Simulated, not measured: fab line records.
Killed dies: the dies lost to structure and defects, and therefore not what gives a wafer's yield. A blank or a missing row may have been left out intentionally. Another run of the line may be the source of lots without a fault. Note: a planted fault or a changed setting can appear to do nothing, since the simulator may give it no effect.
2 desks, one fault / flow gf180mcu / each desk has only its own numbers; what lay behind them comes last

## TOOL OWNER'S DESK, plasmaAsher-01
The tool's own readings at GF_PASSIVATION_STRIP_12 (strips in O2/N2): means of the sampled wafers that have a number, for each lot that ran on this tool. Any lot whose mean is over 4 standard deviations away from the usual mean is out of limits and marked OUT; that distance is given in the brackets.
Columns: A = drypumpMotorCurrentA at GF_PASSIVATION_STRIP_12, usual 6.0 A; B = heaterPowerW at GF_PASSIVATION_STRIP_12, usual 347 W; C = oesProductAu at GF_PASSIVATION_STRIP_12, usual 0.719 a.u.; D = stripTimeToEndpointS at GF_PASSIVATION_STRIP_12, usual 34.89 s
lot=L531; first seen here=day 28 19:28; A=6.0; B=347; C=0.720; D=34.33
lot=L532; first seen here=day 29 01:58; A=6.0; B=354; C=0.719; D=34.72
lot=L547; first seen here=day 33 10:29; A=5.7; B=347; C=0.721; D=34.91
lot=L548; first seen here=day 33 20:01; A=6.0; B=354; C=0.723; D=35.02
This desk's verdict: no lot among the 4 shows anything out of limits.

## METROLOGY DESK
What the gauges read, lot by lot, whatever tool the lot ran on: means of the sampled wafers that have a number. Any lot whose mean is over 4 standard deviations away from the usual mean is out of limits and marked OUT; that distance is given in the brackets.
Columns: A = PASSIVATION_CVD_00_THK at GF_PASSIVATION_THK_MEAS_01, usual 999 nm; B = PASSIVATION_CVD_02_THK at GF_PASSIVATION_THK_MEAS_03, usual 699 nm; C = PASSIVATION_BOW at GF_PASSIVATION_BOW_MEAS_14, usual 136 um
lot=L531; first seen here=day 27 23:58; A=1003; B=699; C=129
lot=L532; first seen here=day 28 06:14; A=1003; B=703; C=133
lot=L538; first seen here=day 30 08:32; A=995; B=698; C=143
lot=L546; first seen here=day 32 08:41; A=990; B=699; C=139
lot=L547; first seen here=day 32 18:53; A=1003; B=693; C=142
lot=L548; first seen here=day 33 03:38; A=1007; B=701; C=135
This desk's verdict: no lot among the 6 shows anything out of limits.

## BROUGHT TOGETHER
The desk of the tool owner found nothing out of limits.
Metrology desk: nothing out of limits seen.

## WHAT THE SIMULATOR HAD PUT IN
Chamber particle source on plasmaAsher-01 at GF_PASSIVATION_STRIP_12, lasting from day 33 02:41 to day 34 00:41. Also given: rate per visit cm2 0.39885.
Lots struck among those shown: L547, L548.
